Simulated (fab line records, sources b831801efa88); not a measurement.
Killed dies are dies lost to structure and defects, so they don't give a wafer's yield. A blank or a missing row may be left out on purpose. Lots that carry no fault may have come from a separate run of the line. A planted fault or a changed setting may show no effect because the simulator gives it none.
Which tool is to blame? || flow gf180mcu || 36 wafers sampled from 12 lots at 1 step of a route of 602

== WHAT THE GAUGES READ, wafer by wafer ==
GF_HV_LDD_TW_MEAS_50.
{"lot": "L075", "measured": "day 12 15:28", "on": "film-metro-01", "HV_LDD_4_TW": "560.2 561.5 563.6"}
{"lot": "L077", "measured": "day 13 10:08", "on": "film-metro-04", "HV_LDD_4_TW": "564.0 567.6 566.8"}
{"lot": "L079", "measured": "day 14 03:13", "on": "film-metro-01", "HV_LDD_4_TW": "563.2 560.9 562.4"}
{"lot": "L081", "measured": "day 14 15:04", "on": "film-metro-01", "HV_LDD_4_TW": "563.9 563.3 563.4"}
{"lot": "L083", "measured": "day 15 10:03", "on": "film-metro-04", "HV_LDD_4_TW": "564.1 564.6 568.1"}
{"lot": "L085", "measured": "day 16 08:16", "on": "film-metro-01", "HV_LDD_4_TW": "564.2 566.4 561.0"}
{"lot": "L087", "measured": "day 17 01:43", "on": "film-metro-01", "HV_LDD_4_TW": "568.2 567.6 566.8"}
{"lot": "L089", "measured": "day 17 15:10", "on": "film-metro-01", "HV_LDD_4_TW": "569.3 565.5 565.5"}
{"lot": "L091", "measured": "day 18 01:49", "on": "film-metro-04", "HV_LDD_4_TW": "564.9 565.7 565.1"}
{"lot": "L093", "measured": "day 18 17:06", "on": "film-metro-03", "HV_LDD_4_TW": "566.5 565.2 565.0"}
{"lot": "L095", "measured": "day 19 04:52", "on": "film-metro-03", "HV_LDD_4_TW": "564.1 562.6 564.3"}
{"lot": "L097", "measured": "day 20 01:29", "on": "film-metro-01", "HV_LDD_4_TW": "566.2 564.4 566.9"}

== TOOL THAT RAN EACH LOT (tool first, then ch and the chambers of the sampled wafers, then the start) ==
The record holds no process step before these readings.

== THE ANSWER, worked out from the rows above alone ==
Rule: usual is defined by the lots themselves. The widest of any qualifying gaps counts: lots, ordered by their means at a reading, are off when they make up no more than a third of the lots, leave a main group of 4 or more, and stand apart from it by 3 or more times the standard deviation of that group's means. If all means in a main group match to the digits the tables above print for the reading, that group is not used. Also off: a lot with no number at a reading for which 4 or more lots have one. All remaining lots with rows at the step are treated as sound.
None of the lots is off at any reading shown; this tells nothing.

== WHAT WAS PUT IN BY THE SIMULATOR ==
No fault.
